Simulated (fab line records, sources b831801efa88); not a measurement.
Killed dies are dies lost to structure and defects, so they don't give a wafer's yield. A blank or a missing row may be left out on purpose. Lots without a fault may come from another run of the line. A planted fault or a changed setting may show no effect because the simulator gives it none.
Chamber matching | flow sfq_line | SFQ_TRILAYER_L0_VIA_BARC_OPEN_VIA_ETCH_021 on rie_diel-04: 4 sister chambers
The step etches BARC in O2, target depth 125 nm, time 41.7 s. 8 wafers are shown with their chamber, then 7 later ones without.

WAFERS WITH THEIR CHAMBER
wafer  | chamber | drypump_motor_current_A (A) | oes_product_au (a.u.)
L886.1 | 0       | 5.0                         | 0.688
L887.2 | 0       | 5.0                         | 0.681
L887.6 | 3       | 6.2                         | 0.678
L894.1 | 1       | 5.6                         | 0.685
L894.5 | 2       | 4.9                         | 0.678
L894.6 | 1       | 5.6                         | 0.688
L895.3 | 3       | 6.3                         | 0.683
L895.4 | 2       | 4.9                         | 0.678

WAFERS WITHOUT THEIR CHAMBER
wafer  | drypump_motor_current_A (A) | oes_product_au (a.u.)
L895.6 | 5.0                         | 0.687
L896.2 | 6.3                         | 0.681
L896.3 | 4.9                         | 0.690
L896.6 | 4.9                         | 0.685
L905.3 | 4.9                         | 0.696
L905.4 | 5.6                         | 0.690
L905.6 | 5.0                         | 0.687

WHICH CHAMBER EACH WENT THROUGH
wafer  | from the rows above     | in truth
L895.6 | 0                       | 0
L896.2 | 3                       | 3
L896.3 | can't be placed: 0 or 2 | 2
L896.6 | can't be placed: 2 or 0 | 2
L905.3 | can't be placed: 0 or 2 | 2
L905.4 | 1                       | 1
L905.6 | 0                       | 0
Placed correctly: 4 of 7. Can't be placed from these rows: 3 (the true chamber is among the candidates in 3). Placed wrongly: 0.
How it was worked out, from the rows above alone: a wafer's distance from a chamber is the root of the sum, over the readings, of the square of ((its reading less the chamber's mean) divided by the reading's scatter). The wafer belongs to the nearest chamber; if the next one is less than 2 further off, it can't be placed. A chamber's mean is the mean of its shown wafers. The scatter: the root of (the sum of the squares of (reading less its chamber's mean) over the shown wafers, divided by (wafers less chambers)).
